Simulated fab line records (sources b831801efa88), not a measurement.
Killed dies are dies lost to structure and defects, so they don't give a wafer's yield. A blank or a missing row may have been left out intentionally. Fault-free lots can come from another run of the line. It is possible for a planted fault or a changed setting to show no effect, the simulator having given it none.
A single fault, viewed from 2 desks -- flow gf180mcu -- each desk holds nothing but its own numbers, with what lay behind them at the end

FROM THE METROLOGY DESK
Means of the sampled wafers that have a number, per lot and without regard to the tool the lot ran on: this is what the gauges read. The brackets show how far a lot's mean lies from the usual mean; more than 4 standard deviations puts the lot out of limits, marked OUT.
Columns: A = SAB_OVL at GF_SAB_OVL_MEAS_10, usual -0.1 nm; B = SALICIDE_TIN_RS at GF_SALICIDE_RS_MEAS_04, usual 16.0 ohm/sq; C = SALICIDE_TIN_THK at GF_SALICIDE_THK_MEAS_05, usual 20.86 nm
lot,first seen here,A,B,C
L474,day 17 09:08,-1.4,16.2,20.98
L475,day 17 12:30,0.6,16.5,20.81
L485,day 21 07:46,0.1,16.1,20.85
L486,day 21 12:13,0.0,16.5,20.80
L488,day 22 00:03,-1.4,16.1,20.41
L495,day 24 06:59,0.7,16.6,20.81
This desk found nothing out of limits on any of the 6 lots.

FOR THE TOOL OWNER'S DESK: rtp anneal-01
Per lot that ran on this tool, the mean of the sampled wafers carrying a number, from the tool's own readings at GF_SALICIDE_RTA_08 (time 30 s). The brackets show how far a lot's mean lies from the usual mean; more than 4 standard deviations puts the lot out of limits, marked OUT.
Columns: A = chamber o2 ppm at GF_SALICIDE_RTA_08, usual 1.997; B = lamp power pct at GF_SALICIDE_RTA_08, usual 17.4 %; C = wafer_temp_C_max at GF_SALICIDE_RTA_08, usual 804.0
lot,first seen here,A,B,C
L474,day 17 09:59,2.012,15.8,803.5
L485,day 21 08:34,301.983 (+99 or more) OUT,15.8,803.0
L486,day 21 13:02,301.997 (+99 or more) OUT,15.8,803.3
This desk's finding: out of limits on L485, L486; first on L485, day 21 08:34 (chamber o2 ppm at GF_SALICIDE_RTA_08). L474: within limits.

PUT TOGETHER
At day 21 08:34, on L485, L486, the tool owner's desk was in a position to raise an alarm.
From the metrology desk's view, nothing was out of limits.
The metrology desk has L485, L486 on record, within its limits.
All the named lots went through GF_SALICIDE_RTA_08 on rtp anneal-01.

WHAT WAS PUT IN BY THE SIMULATOR
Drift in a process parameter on rtp anneal-01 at GF_SALICIDE_RTA_08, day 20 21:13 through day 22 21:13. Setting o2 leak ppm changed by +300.
Struck lots among those shown: L485, L486.
Time in hours from fault onset to the first out-of-limits reading at each desk: the tool owner's desk, 11.
